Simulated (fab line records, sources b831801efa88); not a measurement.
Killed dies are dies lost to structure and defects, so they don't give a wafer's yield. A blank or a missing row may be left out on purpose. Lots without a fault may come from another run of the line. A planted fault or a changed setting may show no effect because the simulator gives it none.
Problem report in the 8D (eight disciplines) form, filled by code | flow sky130 | the parts of the form that need people (team, actions taken, sign-off) are left out

1. THE PROBLEM
cathode_dc_power_W at SKY_METAL3_SPUTTER_03 reads a mean of 3272.2 W on 2 wafers of 2 lots; wafers without a fault read 3000.0 W with a standard deviation of 0.51. That is +99 or more standard deviations from the usual mean.
The step: material Ti, target thk 5 nm, time 3.3 s.
First seen on wafer L601.3, day 37 23:20, on pvd_sputter-02. The record holds 36 wafers of 12 lots with a number at this step. Rule for "out", or "out of limits": more than 4 standard deviations from the usual mean. The other wafers with a number count as sound.

2. WHAT IT IS AND WHAT IT IS NOT
question                    | is                 | is not
which readings at this step | cathode_dc_power_W | throttle_valve_pct
which lots                  | L601, L602         | L596, L597, L599, L611, L612, L614, L616, L617, L618, L619
which wafers of those lots  | L601.3, L602.1     | L601.4, L601.6, L602.3, L602.6
read on which tools         | pvd_sputter-02     | pvd_sputter-01, pvd_sputter-04
when                        | from day 37 23:20  | up to then (11 sound wafers); but 23 sound wafers of L602, L611, L612, L614, L616, L617, L618, L619 came after

3. SUSPECTS, AND WHAT RULES EACH OUT
Counting: a tool at a process step up to the reading stays a suspect if it ran every lot that is out. Sound lots after the first of them don't rule it out here, since some wafers of a struck lot are sound.
- pvd_sputter-02 at SKY_METAL3_SPUTTER_02 (material AlCu, target thk 735 nm, time 39.1 s): kept. It ran every lot that is out, first L601 (day 37 23:17); its last sound lot up to then is L599 (day 37 11:49).
- pvd_sputter-02 at SKY_METAL3_SPUTTER_03 (material Ti, target thk 5 nm, time 3.3 s): kept. It ran every lot that is out, first L601 (day 37 23:20); its last sound lot up to then is L599 (day 37 11:52). Its own readings are out on those wafers: cathode_dc_power_W.
Left after counting: pvd_sputter-02 at SKY_METAL3_SPUTTER_02, pvd_sputter-02 at SKY_METAL3_SPUTTER_03.

4. THE CAUSE (what the simulator had put in)
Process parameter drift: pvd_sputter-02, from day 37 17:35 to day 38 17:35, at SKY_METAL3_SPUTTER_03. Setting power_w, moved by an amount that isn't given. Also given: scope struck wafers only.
Counting left 2 suspects, and this tool is among them.

5. THE CHAIN OF EFFECTS, in route order
Each row: a reading whose mean over the struck wafers that have a number lies more than 3 standard deviations from the usual. Only readings for which the record gives a usual standard deviation are gone through. hours: the time from each lot's start at the first step in this table that gives one to its start at this step, as a median over the lots. sigmas: the change in usual standard deviations.
hours | step                  | reading            | usual    | on struck wafers | change | sigmas
0     | SKY_METAL3_SPUTTER_03 | cathode_dc_power_W | 3000.0 W | 3272.2           | +272.2 | +99 or more
The process steps in it:
- SKY_METAL3_SPUTTER_03: material Ti, target thk 5 nm, time 3.3 s.

6. WHAT WOULD HAVE CAUGHT IT SOONER
In this record the first reading out of limits was taken at day 37 23:20, 6 hours after the fault began at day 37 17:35.
